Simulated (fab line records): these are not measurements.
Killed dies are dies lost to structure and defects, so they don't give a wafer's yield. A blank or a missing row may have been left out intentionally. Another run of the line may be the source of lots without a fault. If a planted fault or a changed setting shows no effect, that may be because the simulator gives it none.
Comparing a struck lot with a sound one + flow sky130 + 32 steps out of a route of 708
Sound: the wafers L124.3, L124.4, L124.6. Wafers struck: L142.2, L142.3, L142.4. Last of all comes the cause.
At each step with rows: each side's tool, then ch and its chambers, then its first start. Under that, the readings that differ: sound wafers + struck wafers + difference of the means + sigmas: that difference in standard deviations of wafers without a fault.
alike: readings with means less than 2 such deviations apart, plus words and numbers identical on both sides. not compared: withheld readings, readings lacking a value on some wafer, bounds such as >300 that could conceal the same value, and numbers that have no deviation in the record and whose values overlap.
A row with sigmas, a row that says differs or no value, or rows on one side alone: a step with any of these is where the two part. Numbers that don't overlap but have no deviation are shown without sigmas and don't part them. A reading that every wafer of one side lacks parts them only if that side has two wafers or more.

first, 8 steps without rows for these wafers: SKY_LI_CONTACT_ETCH_14 (etches BARC in N2/H2, stops on SiO2, time 45.9 s, target depth 60 nm); SKY_LI_CONTACT_ETCH_15 (etches PSG in C4F8/O2/Ar, stops on Si, target depth 600 nm); SKY_LI_CONTACT_STRIP_16 (strips in O2/N2); SKY_LI_CONTACT_CLEAN_17 (cleans in NMP, time 600 s); SKY_LI_CONTACT_PRE_CLEAN_18 (time 5.6 s); SKY_LI_CONTACT_SPUTTER_19 (material Ti, target thk 20 nm, time 106.37 s); SKY_LI_CONTACT_SPUTTER_20 (material TiN, target thk 20 nm, time 80 s); SKY_LI_CONTACT_CVD_21 (deposits W, target thk 400 nm, time 120.56 s).
SKY_LI_CONTACT_CMP_24: polishes, stops on PSG, t overpolish 20 s, target thk 0 nm.
  sound on cmp-02 ch 1,2, day 29 11:24; struck on cmp-01 ch 0,2,3, day 36 04:07
  alike: motor current A, overpolish run s, time to endpoint s
then, 22 steps without rows for these wafers: SKY_LOCAL_INTERCONNECT_SPUTTER_00 (material TiN, target thk 100 nm, time 83.3 s); SKY_LOCAL_INTERCONNECT_DEHYDRATE_03 (time 60 s); SKY_LOCAL_INTERCONNECT_HMDS_04 (prime time 60 s); SKY_LOCAL_INTERCONNECT_COAT_05 (resist thk 60 nm); SKY_LOCAL_INTERCONNECT_COAT_06 (resist thk 450 nm); SKY_LOCAL_INTERCONNECT_SOFTBAKE_07 (time 90 s); SKY_LOCAL_INTERCONNECT_EXPOSE_08 (exposes mask LI1M, target cd 170 nm); SKY_LOCAL_INTERCONNECT_PEB_09; SKY_LOCAL_INTERCONNECT_DEVELOP_10 (develop time 60 s); SKY_LOCAL_INTERCONNECT_ETCH_13 (etches BARC in N2/H2, stops on SiO2, time 45.9 s, target depth 60 nm); SKY_LOCAL_INTERCONNECT_METAL_ETCH_14 (etches TiN in Cl2/BCl3, stops on PSG, target depth 110 nm, time 31.4 s); SKY_LOCAL_INTERCONNECT_STRIP_15 (strips in O2/N2); SKY_LOCAL_INTERCONNECT_STRIP_16 (strips in post etch residue remover, time 1200 s); SKY_LOCAL_INTERCONNECT_CLEAN_17 (cleans in IPA, time 180 s); SKY_LOCAL_INTERCONNECT_CLEAN_18 (cleans in O3/DIW); SKY_CONTACT_CVD_00 (deposits Si3N4, target thk 75 nm); SKY_CONTACT_HDPCVD_02 (deposits SiO2, target thk 565 nm, time 94.2 s); SKY_CONTACT_CMP_04 (polishes SiO2); SKY_CONTACT_DEHYDRATE_06 (time 60 s); SKY_CONTACT_HMDS_07 (prime time 60 s); SKY_CONTACT_COAT_08 (resist thk 60 nm); SKY_CONTACT_COAT_09 (resist thk 450 nm).
-- the record jumps here: 15 days lie between the struck wafers' starts before and after (it left off in module CONTACT and takes up again in module PAD_OPEN, whose first step shown is number 708 of the route) --
SKY_PAD_OPEN_PROBE_99:
  sound on prober-02, day 45 23:00; struck on prober-01, day 50 17:09
| reading            | sound    | struck      | difference | sigmas |
|--------------------|----------|-------------|------------|--------|
| killed at contacts | 25 22 25 | 218 202 196 | +181       | +34    |
| killed dies        | 78 86 78 | 267 252 261 | +179       | +18    |
| killed on rim      | 19 19 12 | 44 45 55    | +31        | +9     |
  alike: killed_at_M0_to_M3, killed_at_M4_up, killed at front end, killed at other, killed open, killed short

== WHERE THEY PART ==
Only at SKY_PAD_OPEN_PROBE_99, within this record.

WHY: what had been put in by the simulator
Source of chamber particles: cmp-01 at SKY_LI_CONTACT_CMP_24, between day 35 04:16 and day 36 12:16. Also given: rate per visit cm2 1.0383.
